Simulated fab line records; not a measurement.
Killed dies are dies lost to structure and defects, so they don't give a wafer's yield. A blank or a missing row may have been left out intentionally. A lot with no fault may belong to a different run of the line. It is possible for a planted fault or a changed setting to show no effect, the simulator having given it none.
A struck lot beside a sound one :: flow sky130 :: 14 steps out of a route of 708
Sound: these wafers, L591.2, L591.5, L591.6. The struck wafers were L601.1, L601.2, L601.6. The cause is given at the end.
Order at every step that has rows: each side's tool, ch and its chambers, its first start. Under that, the readings that differ: sound wafers :: struck wafers :: difference of the means :: sigmas: that difference in standard deviations of wafers without a fault.
alike: readings whose means differ by less than 2 such deviations, and words and numbers that are the same on both sides. not compared: withheld readings, readings that some wafer has no value for, bounds like >300 that may hide the same value, and numbers for which the record gives no deviation and whose values overlap.
The two part at a step that has a row with sigmas, a row that says differs or no value, or rows on one side only. Numbers that have no deviation but don't overlap get no sigmas and don't part them. A reading missing from all wafers of one side parts the sides only when that side holds two or more wafers.

SKY_VIA2_CD_MEAS_12: the cd target is 200 nm.
  sound on cdSem-01 at day 37 15:28; struck on cdSem-01 at day 40 17:08
  alike: cdNm
SKY_VIA2_OVL_MEAS_13:
  sound on overlay-01 at day 37 15:34; struck on overlay-02 at day 40 17:16
reading: VIA2_OVL (nm)
sound: -6 -10 -6
struck: 6 17 9
difference: +18
sigmas: +3
SKY_VIA2_ETCH_14: etches BARC in N2/H2, stops on SiO2, time 45.9 s, target depth 60 nm.
  sound on rieDiel-01 ch 0,1,2, day 37 15:36; struck on rieDiel-03 ch 0,2, day 40 17:18
reading: drypumpMotorCurrentA (A)
sound: 5.9 6.4 6.6
struck: 5.2 5.2 5.2
difference: -1.1
sigmas: -2
  alike: h2FlowSccm, oesProductAu, throttleValvePct
  not compared: rfHoursCounterH
SKY_VIA2_ETCH_15: etches SiO2 in C4F8/O2/Ar, stops on TiN, target depth 546 nm, time 84 s.
  sound on rieDiel-01 ch 0,1,2, day 37 15:38; struck on rieDiel-03 ch 0,2, day 40 17:20
  alike: oesProductAu
  not compared: rfHoursCounterH
SKY_VIA2_STRIP_16: strips in O2/N2.
  sound on plasmaAsher-03 ch 0,1, day 37 15:43; struck on plasmaAsher-02 ch 0,1, day 40 17:25
reading: oesProductAu (a.u.)
sound: 0.399 0.411 0.394
struck: 0.392 0.391 0.390
difference: -0.010
sigmas: -2
  alike: drypumpMotorCurrentA, stripTimeToEndpointS
  not compared: rfHoursCounterH
then, 3 steps without rows for these wafers: SKY_VIA2_STRIP_17 (strips in post etch residue remover, time 1200 s); SKY_VIA2_CLEAN_18 (cleans in IPA, time 180 s); SKY_VIA2_CLEAN_19 (cleans in O3/DIW).
SKY_VIA2_SPUTTER_20: material TiN, target thk 20 nm, time 80 s.
  sound on pvdSputter-02 at day 37 16:20; struck on pvdSputter-02 at day 40 18:02
  alike: chamberPressurePa, throttleValvePct
SKY_VIA2_CVD_21: deposits W, target thk 420 nm, time 126.4 s.
  sound on cvdW-01 ch 0,1, day 37 16:23; struck on cvdW-01 ch 0,1, day 40 18:06
  alike: heaterPowerW
SKY_VIA2_RS_MEAS_22: measurement is done with a four-point probe.
  sound on filmMetro-04 at day 37 16:32; struck on filmMetro-04 at day 40 18:14
  alike: VIA2_W_RS
SKY_VIA2_THK_MEAS_23: measures by xrf.
  sound on filmMetro-04 at day 37 16:39; struck on filmMetro-04 at day 40 18:21
  alike: VIA2_W_THK
SKY_VIA2_CMP_24: polishes, stops on SiO2, t overpolish 20 s, target thk 0 nm.
  sound on cmp-02 ch 1,2, day 37 16:45; struck on cmp-02 ch 0,3, day 40 18:25
reading: overpolishRunS (s)
sound: 20.010 20.000 19.991
struck: 0.044 0.036 0.035
difference: -19.962
sigmas: -99 or more

reading: timeToEndpointS (s)
sound: 96 93 97
struck: 158 157 158
difference: +62
sigmas: +9
  alike: headPressurePsi, motorCurrentA, retainingRingPressureFrac, slurryFlowMlMin
-- the record jumps here: 8 days lie between the struck wafers' starts before and after (it left off in module VIA2 and takes up again in module PAD_OPEN, whose first step shown is number 708 of the route) --
SKY_PAD_OPEN_PROBE_99:
  sound on prober-02 at day 46 22:53; struck on prober-02 at day 49 05:02
reading: defectLimitedYield (%)
sound: 82.5 84.6 81.7
struck: 0 0 0
difference: -83
sigmas: -46

reading: killed_at_M0_to_M3
sound: 49 45 41
struck: 447 460 439
difference: +404
sigmas: +59

reading: killedDies
sound: 86 76 90
struck: 492 492 492
difference: +408
sigmas: +46

reading: killedOnRim
sound: 17 14 18
struck: 96 96 96
difference: +80
sigmas: +23

reading: sort_bin_3_pad_short (%)
sound: 0.2 1.2 0.2
struck: 85.4 84.6 81.9
difference: +83.4
sigmas: +99 or more

reading: sortNPass
sound: 406 416 402
struck: 0 0 0
difference: -408
sigmas: -46

reading: sortYieldPct (%)
sound: 82.5 84.6 81.7
struck: 0 0 0
difference: -83
sigmas: -46
  alike: killed_at_M4_up, killedAtContacts, killedAtFrontEnd, killedAtOther, killedOpen, killedShort, sort_bin_5_function, sort_bin_6_memory

## WHERE THEY PART
Last at SKY_PAD_OPEN_PROBE_99 as far as this record goes, first at SKY_VIA2_OVL_MEAS_13.

WHY: whatever the simulator had introduced
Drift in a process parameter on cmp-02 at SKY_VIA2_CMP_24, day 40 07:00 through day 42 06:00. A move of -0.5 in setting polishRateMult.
